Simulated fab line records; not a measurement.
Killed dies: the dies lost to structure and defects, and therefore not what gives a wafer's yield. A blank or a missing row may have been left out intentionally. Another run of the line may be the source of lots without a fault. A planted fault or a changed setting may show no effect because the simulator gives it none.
Struck lot and sound lot, side by side || flow gf180mcu || 15 out of 602 route steps
Sound: wafers L258.2, L258.4, L258.6. Struck: wafers L252.2, L252.6. The cause is given at the end.
Per side, at each step with rows, come the tool, then ch with its chambers, and then its first start. Under that, the readings that differ: sound wafers || struck wafers || difference of the means || sigmas: that difference in standard deviations of wafers without a fault.
alike: words and numbers the same on both sides, and readings whose means are apart by under 2 such deviations; not compared: readings that were withheld, readings missing a value for some wafer, numbers with overlapping values and no deviation given by the record, and bounds like >300 which may hide the same value.
The two part at a step that has a row with sigmas, a row that says differs or no value, or rows on one side only. Non-overlapping numbers with no deviation appear without sigmas and do not part them. Lack of a reading on every wafer of one side parts them only where that side has two or more wafers.

GF_POLY_GATE_THK_MEAS_01:
  struck on film-metro-01, day 12 22:58; sound on film-metro-03, day 14 07:46
  alike: POLY_GATE_CVD_00_THK
then, 8 steps without rows for these wafers: GF_POLY_GATE_DEHYDRATE_02 (time 60 s); GF_POLY_GATE_HMDS_03 (prime time 60 s); GF_POLY_GATE_COAT_04; GF_POLY_GATE_COAT_05 (resist thk 700 nm); GF_POLY_GATE_SOFTBAKE_06 (time 60 s); GF_POLY_GATE_EXPOSE_07 (exposes mask Poly2, target cd 280 nm); GF_POLY_GATE_PEB_08 (peb time 90 s); GF_POLY_GATE_DEVELOP_09 (develop time 60 s).
GF_POLY_GATE_CD_MEAS_10: target cd 280 nm.
  struck on cd-sem-01, day 13 19:12; sound on cd-sem-01, day 15 05:13
  alike: cd-nm
GF_POLY_GATE_OVL_MEAS_11:
  struck on overlay-02, day 13 19:19; sound on overlay-01, day 15 05:19
  alike: POLY_GATE_OVL
GF_POLY_GATE_ETCH_12: etches BARC in N2/H2.
  sound on rie-diel-04 ch 0,1,2, day 15 05:21; struck on rie-diel-02 ch 0,2, day 13 19:20
{"reading": "oes-product-au (a.u.)", "sound": "0.727 0.729 0.731", "struck": "0.738 0.743", "difference": "+0.011", "sigmas": "+2"}
  alike: bias-w, chamber-pressure-mTorr, drypump-motor-current-A, throttle-valve-pct
GF_POLY_GATE_ETCH_13: etches poly-Si in HBr/Cl2, stops on SiO2, target depth 198.5 nm, time 69.6 s.
  sound on rie-si-02 ch 0,1,2, day 15 05:24; struck on rie-si-01 ch 1,2, day 13 19:23
{"reading": "bias-w (W)", "sound": "99.97 100.34 100.03", "struck": "- -", "difference": "no value on the struck wafers", "sigmas": ""}
{"reading": "run-length-s (s)", "sound": "97.7 97.8 98.5", "struck": "93.1 93.1", "difference": -4.9, "sigmas": -8}
{"reading": "model.etch.depth-nm (nm)", "sound": "197.2 199 196.6", "struck": "183.2 189.9", "difference": -11.0, "sigmas": ""}
{"reading": "model.POLY_GATE.feature-depth-nm (nm)", "sound": "197.2 199 196.6", "struck": "183.2 189.9", "difference": -11.0, "sigmas": ""}
  alike: HBr_flow_sccm, chamber-pressure-mTorr, drypump-motor-current-A, oes-product-au, throttle-valve-pct
  not compared: rf-hours-counter-h
GF_POLY_GATE_STRIP_14: strips in O2/N2.
  sound on plasma-asher-04 ch 0,1, day 15 05:27; struck on plasma-asher-01 ch 0,1, day 13 19:26
  alike: chamber-pressure-mTorr, drypump-motor-current-A, heater-power-w, oes-product-au, platen-temp-c
  not compared: rf-hours-counter-h
GF_PASSIVATION_PROBE_99:
  sound wafers here have rows in the record (prober-02, day 34 13:47); struck ones have none

WHERE THEY PART
Last at GF_PASSIVATION_PROBE_99 as far as this record goes, first at GF_POLY_GATE_ETCH_12.

WHY: whatever the simulator had introduced
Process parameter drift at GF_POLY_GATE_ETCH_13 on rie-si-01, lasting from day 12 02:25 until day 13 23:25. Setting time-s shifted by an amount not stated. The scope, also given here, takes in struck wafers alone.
